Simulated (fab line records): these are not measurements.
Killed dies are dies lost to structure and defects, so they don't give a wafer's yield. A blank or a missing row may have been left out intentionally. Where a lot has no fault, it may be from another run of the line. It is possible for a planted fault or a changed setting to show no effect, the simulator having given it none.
A lot that was struck, set against a sound lot :: flow sky130 :: 18 steps out of a route of 708
Sound: these wafers, L136.1, L136.2, L136.5. Struck: wafers L146.3, L146.5 (left out: L146.1, a lot-mate that was not struck); the cause follows at the end.
Order at every step that has rows: each side's tool, ch and its chambers, its first start. Under that, the readings that differ: sound wafers :: struck wafers :: difference of the means :: sigmas: that difference in standard deviations of wafers without a fault.
alike: words and numbers the same on both sides, and readings whose means are apart by under 2 such deviations; not compared: readings that were withheld, readings missing a value for some wafer, numbers with overlapping values and no deviation given by the record, and bounds like >300 which may hide the same value.
Wherever a step has rows on one side only, a row that says differs or no value, or a row with sigmas, the two part there. When numbers do not overlap yet have no deviation, they are printed without sigmas and do not part them. A reading that every wafer of one side lacks parts them only if that side has two wafers or more.

first, 3 steps without rows for these wafers: SKY_VIA1_EXPOSE_09 (exposes mask VIM, target cd 150 nm); SKY_VIA1_PEB_10; SKY_VIA1_DEVELOP_11 (develop time 60 s).
SKY_VIA1_CD_MEAS_12 targets a cd of 150 nm.
  struck on cd-sem-02, day 37 23:13; sound on cd-sem-02, day 34 21:28
  alike: cd-nm
SKY_VIA1_OVL_MEAS_13:
  struck on overlay-02, day 37 23:20; sound on overlay-01, day 34 21:35
  alike: VIA1_OVL
SKY_VIA1_ETCH_14: etches BARC in N2/H2, stops on SiO2, time 45.9 s, target depth 60 nm.
  sound on rie-diel-03 ch 1,3, day 34 21:38; struck on rie-diel-02 ch 1,3, day 37 23:23
  alike: drypump-motor-current-A, oes-product-au, throttle-valve-pct
  not compared: rf-hours-counter-h
SKY_VIA1_ETCH_15: etches SiO2 in C4F8/O2/Ar, stops on TiN, target depth 351 nm, time 54 s.
  sound on rie-diel-03 ch 1,3, day 34 21:40; struck on rie-diel-02 ch 1,3, day 37 23:25
  alike: oes-product-au
  not compared: rf-hours-counter-h
SKY_VIA1_STRIP_16: strips in O2/N2.
  sound on plasma-asher-01 ch 0,1, day 34 21:43; struck on plasma-asher-04 ch 0,1, day 37 23:28
  alike: drypump-motor-current-A, oes-product-au, strip-time-to-endpoint-s
  not compared: rf-hours-counter-h
then, 3 steps without rows for these wafers: SKY_VIA1_STRIP_17 (strips in post etch residue remover, time 1200 s); SKY_VIA1_CLEAN_18 (cleans in IPA, time 180 s); SKY_VIA1_CLEAN_19 (cleans in O3/DIW).
SKY_VIA1_SPUTTER_20: material TiN, target thk 20 nm, time 80 s.
  struck on pvd-sputter-04, day 38 00:04; sound on pvd-sputter-04, day 34 22:19
  alike: throttle-valve-pct
SKY_VIA1_CVD_21: deposits W, target thk 270 nm, time 80.902 s.
  sound on cvd-w-02 ch 0,1, day 34 22:23; struck on cvd-w-02 ch 0,1, day 38 00:07
reading: model.W_of_VIA1_CVD_21.thk-nm (nm)
sound: 269.9 273.6 272.5
struck: 150.6 156.6
difference: -118.4
sigmas: 
  alike: heater-power-w
SKY_VIA1_RS_MEAS_22: uses a four-point probe to measure.
  struck on film-metro-03, day 38 00:13; sound on film-metro-04, day 34 22:28
reading: VIA1_W_RS (ohm/sq)
sound: 0.427 0.421 0.422
struck: 0.774 0.743
difference: +0.335
sigmas: +58
SKY_VIA1_THK_MEAS_23: measures by xrf.
  struck on film-metro-03, day 38 00:20; sound on film-metro-04, day 34 22:35
reading: VIA1_W_THK (nm)
sound: 266 271 268
struck: 147 153
difference: -118
sigmas: -31
SKY_VIA1_CMP_24: polishes, stops on SiO2, t overpolish 15 s, target thk 0 nm.
  sound on cmp-02 ch 0,2,3, day 34 22:39; struck on cmp-02 ch 0,2, day 38 00:23
reading: time-to-endpoint-s (s)
sound: 62 65 67
struck: 37 39
difference: -27
sigmas: -8
  alike: motor-current-A, platen-rpm, retaining-ring-pressure-frac
SKY_METAL2_SPUTTER_00: material Ti, target thk 15 nm, time 10 s.
  struck on pvd-sputter-01, day 38 00:41; sound on pvd-sputter-03, day 34 22:57
  alike: throttle-valve-pct
-- the record jumps here: 11 days lie between the struck wafers' starts before and after (it left off in module METAL2 and takes up again in module PAD_OPEN, whose first step shown is number 708 of the route) --
SKY_PAD_OPEN_PROBE_99:
  rows exist in the record for the struck wafers here (prober-02, day 48 21:22), but not for the sound ones

WHERE THEY PART
First at SKY_VIA1_RS_MEAS_22; last, within this record, at SKY_PAD_OPEN_PROBE_99.

WHY: what the simulator had put in
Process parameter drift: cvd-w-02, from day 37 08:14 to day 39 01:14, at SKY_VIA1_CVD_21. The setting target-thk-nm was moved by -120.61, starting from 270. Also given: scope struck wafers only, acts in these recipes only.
